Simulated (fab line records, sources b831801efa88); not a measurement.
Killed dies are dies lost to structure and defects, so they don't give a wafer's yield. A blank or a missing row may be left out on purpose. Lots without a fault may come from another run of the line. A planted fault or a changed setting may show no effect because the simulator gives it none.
Which tool did it? | flow sky130 | 24 lots, 72 wafers sampled, at 5 steps of a route of 708

WHAT THE GAUGES READ, wafer by wafer
SKY_CONTACT_THK_MEAS_01.
lot  | measured     | on            | CONTACT_CVD_00_THK (nm)
L074 | day 30 05:00 | film_metro-01 | 74.9 73.9 74.0
L075 | day 31 14:23 | film_metro-02 | 73.8 74.4 75.4
L076 | day 31 15:31 | film_metro-02 | 74.3 76.1 76.0
L077 | day 31 16:51 | film_metro-03 | 74.3 75.7 75.0
L079 | day 31 20:02 | film_metro-02 | 74.0 75.5 75.2
L078 | day 31 23:49 | film_metro-01 | 75.8 75.6 75.9
L080 | day 32 06:15 | film_metro-01 | 74.9 74.8 76.1
L081 | day 32 19:27 | film_metro-03 | 75.2 73.6 76.0
L082 | day 33 06:19 | film_metro-02 | 73.8 74.8 74.8
L084 | day 33 11:11 | film_metro-02 | 73.9 74.0 75.2
L083 | day 33 14:15 | film_metro-03 | 74.3 74.6 76.0
L085 | day 33 16:17 | film_metro-03 | 75.0 75.0 74.5
L086 | day 34 09:11 | film_metro-01 | 74.6 76.6 74.8
L087 | day 34 19:58 | film_metro-03 | 74.4 76.3 76.1
L088 | day 34 22:07 | film_metro-01 | 75.6 75.0 76.6
L089 | day 35 05:17 | film_metro-03 | 74.1 74.2 75.0
L090 | day 35 15:59 | film_metro-03 | 73.5 73.3 76.0
L091 | day 35 21:04 | film_metro-02 | 74.4 74.8 76.5
L092 | day 36 01:49 | film_metro-01 | 74.0 74.5 75.6
L093 | day 36 16:41 | film_metro-02 | 74.4 75.1 74.8
L094 | day 37 06:07 | film_metro-02 | 74.3 75.4 75.1
L095 | day 37 22:47 | film_metro-03 | 74.2 74.8 74.7
L097 | day 38 14:33 | film_metro-01 | 75.5 73.5 75.6
L096 | day 38 16:49 | film_metro-02 | 75.0 75.3 76.7

SKY_METAL1_CD_MEAS_15: target cd 140 nm.
lot  | measured     | on        | cd_nm (nm)
L074 | day 32 13:43 | cd_sem-02 | 138.5 137.8 137.2
L075 | day 33 22:23 | cd_sem-01 | 140.4 140.2 142.1
L076 | day 33 23:16 | cd_sem-02 | 138.8 138.1 138.1
L077 | day 34 00:25 | cd_sem-01 | 139.0 141.8 139.9
L079 | day 34 03:18 | cd_sem-02 | 137.4 136.9 138.9
L078 | day 34 07:04 | cd_sem-02 | 142.4 141.4 143.2
L080 | day 34 15:03 | cd_sem-01 | 138.8 139.9 139.5
L081 | day 35 03:11 | cd_sem-01 | 135.8 137.4 136.6
L082 | day 35 14:20 | cd_sem-01 | 140.0 139.8 139.7
L084 | day 35 17:39 | cd_sem-01 | 142.8 140.4 143.0
L083 | day 35 21:37 | cd_sem-02 | 138.4 139.3 137.8
L085 | day 35 23:22 | cd_sem-02 | 139.4 140.6 139.6
L086 | day 36 15:41 | cd_sem-02 | 140.3 142.1 141.9
L087 | day 37 02:21 | cd_sem-02 | 138.8 138.6 141.9
L088 | day 37 04:28 | cd_sem-02 | 137.7 139.4 139.1
L089 | day 37 12:14 | cd_sem-01 | 139.1 139.0 138.5
L090 | day 37 22:13 | cd_sem-02 | 140.0 140.6 141.0
L091 | day 38 02:33 | cd_sem-01 | 140.7 140.2 138.0
L092 | day 38 07:43 | cd_sem-02 | 140.6 139.2 138.9
L093 | day 38 22:16 | cd_sem-02 | 138.2 138.6 138.2
L094 | day 39 11:19 | cd_sem-02 | 142.2 144.0 142.4
L095 | day 40 03:04 | cd_sem-01 | 134.7 136.8 136.6
L097 | day 40 18:01 | cd_sem-01 | 140.1 140.2 140.0
L096 | day 40 20:13 | cd_sem-02 | 139.0 138.2 136.9

SKY_METAL1_OVL_MEAS_16.
lot  | measured     | on         | METAL1_OVL (nm)
L074 | day 32 13:50 | overlay-01 | 5 4 3
L075 | day 33 22:30 | overlay-01 | -6 -7 -6
L076 | day 33 23:23 | overlay-01 | -2 -5 -1
L077 | day 34 00:32 | overlay-02 | 4 5 -1
L079 | day 34 03:24 | overlay-02 | 2 7 7
L078 | day 34 07:10 | overlay-02 | 6 8 4
L080 | day 34 15:08 | overlay-01 | -3 -1 -1
L081 | day 35 03:18 | overlay-01 | -6 -3 -3
L082 | day 35 14:26 | overlay-01 | -3 -3 2
L084 | day 35 17:45 | overlay-01 | 4 2 9
L083 | day 35 21:44 | overlay-01 | -1 -5 -2
L085 | day 35 23:29 | overlay-02 | 3 4 5
L086 | day 36 15:47 | overlay-01 | 0 7 8
L087 | day 37 02:27 | overlay-01 | -7 0 -1
L088 | day 37 04:35 | overlay-01 | -3 2 -1
L089 | day 37 12:20 | overlay-01 | 3 9 1
L090 | day 37 22:20 | overlay-01 | -6 5 -3
L091 | day 38 02:38 | overlay-01 | -3 1 -1
L092 | day 38 07:48 | overlay-02 | 1 -8 -3
L093 | day 38 22:23 | overlay-02 | -2 -5 1
L094 | day 39 11:26 | overlay-01 | 2 2 -2
L095 | day 40 03:11 | overlay-02 | -2 5 -2
L097 | day 40 18:08 | overlay-01 | 5 5 5
L096 | day 40 20:20 | overlay-01 | 5 2 1

WHICH TOOL RAN EACH LOT (tool, then ch and the chambers of the sampled wafers, then the start)
lot  | SKY_CONTACT_ETCH_16                | SKY_METAL1_SPUTTER_01
L074 | rie_diel-02 ch 1,2,3, day 31 09:28 | pvd_sputter-02, day 31 10:53
L075 | rie_diel-01 ch 0,2, day 32 17:40   | pvd_sputter-01, day 32 19:04
L076 | rie_diel-02 ch 2,3, day 32 18:47   | pvd_sputter-04, day 32 20:10
L077 | rie_diel-01 ch 0,2, day 32 20:01   | pvd_sputter-04, day 32 21:25
L079 | rie_diel-01 ch 0,2, day 32 23:10   | pvd_sputter-01, day 33 00:34
L078 | rie_diel-02 ch 0,1, day 33 02:55   | pvd_sputter-02, day 33 04:19
L080 | rie_diel-01 ch 1,2,3, day 33 11:07 | pvd_sputter-01, day 33 12:31
L081 | rie_diel-02 ch 1,3, day 33 23:01   | pvd_sputter-02, day 34 00:38
L082 | rie_diel-02 ch 0,1,3, day 34 09:43 | pvd_sputter-01, day 34 11:22
L084 | rie_diel-03 ch 0,1, day 34 13:56   | pvd_sputter-04, day 34 15:26
L083 | rie_diel-02 ch 0,1, day 34 17:38   | pvd_sputter-04, day 34 19:13
L085 | rie_diel-01 ch 0,2,3, day 34 20:10 | pvd_sputter-01, day 34 21:34
L086 | rie_diel-03 ch 0,2, day 35 12:41   | pvd_sputter-04, day 35 14:04
L087 | rie_diel-03 ch 1,2, day 35 22:25   | pvd_sputter-01, day 35 23:56
L088 | rie_diel-01 ch 0,2, day 36 00:44   | pvd_sputter-04, day 36 02:07
L089 | rie_diel-03 ch 1,3, day 36 07:55   | pvd_sputter-01, day 36 09:19
L090 | rie_diel-01 ch 0,1,3, day 36 18:53 | pvd_sputter-02, day 36 20:16
L091 | rie_diel-01 ch 0,1,2, day 36 23:11 | pvd_sputter-01, day 37 00:36
L092 | rie_diel-02 ch 0,1, day 37 04:20   | pvd_sputter-01, day 37 05:49
L093 | rie_diel-01 ch 1,2,3, day 37 19:31 | pvd_sputter-01, day 37 20:58
L094 | rie_diel-03 ch 1,2,3, day 38 08:37 | pvd_sputter-01, day 38 10:01
L095 | rie_diel-01 ch 1,3, day 39 00:52   | pvd_sputter-02, day 39 02:16
L097 | rie_diel-01 ch 0,2,3, day 39 15:46 | pvd_sputter-04, day 39 17:10
L096 | rie_diel-03 ch 0,1,2, day 39 18:10 | pvd_sputter-04, day 39 19:39
- SKY_CONTACT_ETCH_16: etches BARC in N2/H2, stops on SiO2, time 45.9 s, target depth 60 nm.
- SKY_METAL1_SPUTTER_01: material TiN, target thk 20 nm, time 16.7 s.

WHAT THE TOOLS THEMSELVES READ (means of the sampled wafers that have a number; where no wafer has one, the mark that the record gives instead)
SKY_CONTACT_ETCH_16.
lot  | tool        | drypump_motor_current_A (A) | oes_product_au (a.u.) | throttle_valve_pct (%)
L074 | rie_diel-02 | 5.8                         | 0.856                 | 13.229
L075 | rie_diel-01 | 5.8                         | 0.850                 | 13.229
L076 | rie_diel-02 | 5.7                         | 0.854                 | 13.227
L077 | rie_diel-01 | 5.8                         | 0.853                 | 13.222
L079 | rie_diel-01 | 5.2                         | 0.859                 | 13.229
L078 | rie_diel-02 | 6.0                         | 0.855                 | 13.225
L080 | rie_diel-01 | 5.3                         | 0.854                 | 13.220
L081 | rie_diel-02 | 5.8                         | 0.856                 | 13.231
L082 | rie_diel-02 | 5.9                         | 0.854                 | 13.225
L084 | rie_diel-03 | 5.4                         | 0.854                 | 13.228
L083 | rie_diel-02 | 5.9                         | 0.854                 | 13.225
L085 | rie_diel-01 | 5.6                         | 0.852                 | 13.223
L086 | rie_diel-03 | 5.6                         | 0.854                 | 13.228
L087 | rie_diel-03 | 5.5                         | 0.860                 | 13.234
L088 | rie_diel-01 | 5.2                         | 0.853                 | 13.226
L089 | rie_diel-03 | 5.2                         | 0.860                 | 13.220
L090 | rie_diel-01 | 5.8                         | 0.852                 | 13.217
L091 | rie_diel-01 | 5.4                         | 0.856                 | 13.223
L092 | rie_diel-02 | 5.9                         | 0.851                 | 13.225
L093 | rie_diel-01 | 5.3                         | 0.860                 | 13.222
L094 | rie_diel-03 | 5.3                         | 0.849                 | 13.234
L095 | rie_diel-01 | 5.5                         | 0.854                 | 13.228
L097 | rie_diel-01 | 5.6                         | 0.859                 | 13.227
L096 | rie_diel-03 | 5.4                         | 0.856                 | 13.227

SKY_METAL1_SPUTTER_01.
lot  | tool           | throttle_valve_pct (%)
L074 | pvd_sputter-02 | 29.9
L075 | pvd_sputter-01 | 31.2
L076 | pvd_sputter-04 | 29.0
L077 | pvd_sputter-04 | 29.7
L079 | pvd_sputter-01 | 30.5
L078 | pvd_sputter-02 | 30.4
L080 | pvd_sputter-01 | 31.3
L081 | pvd_sputter-02 | 30.7
L082 | pvd_sputter-01 | 30.4
L084 | pvd_sputter-04 | 29.2
L083 | pvd_sputter-04 | 29.1
L085 | pvd_sputter-01 | 31.4
L086 | pvd_sputter-04 | 28.9
L087 | pvd_sputter-01 | 30.0
L088 | pvd_sputter-04 | 30.2
L089 | pvd_sputter-01 | 31.0
L090 | pvd_sputter-02 | 30.0
L091 | pvd_sputter-01 | 31.1
L092 | pvd_sputter-01 | 30.7
L093 | pvd_sputter-01 | 30.4
L094 | pvd_sputter-01 | 31.0
L095 | pvd_sputter-02 | 29.8
L097 | pvd_sputter-04 | 29.1
L096 | pvd_sputter-04 | 30.1

THE ANSWER, worked out from the rows above alone
Rule: what is usual is taken from the lots themselves. Put in order of their means at a reading, lots are off if they are a third of the lots or fewer, leave a main group of 4 or more, and stand apart from it by a gap of 3 or more times the standard deviation of the main group's means; of several such gaps the widest counts. A main group whose means are all the same, to the digits that the tables above print for the reading, isn't used. A lot without any number at a reading at which 4 lots or more have one is off too. The other lots that the step has rows for count as sound. The gauges are gone through in route order, then the tools' own readings, and for those a lot's mean is taken as printed above. The first step at which some lot is off is used, and at that step the reading that is off furthest; a lot without a number counts as furthest.
No lot is off at any reading shown: from this, nothing can be told.

WHAT THE SIMULATOR HAD PUT IN
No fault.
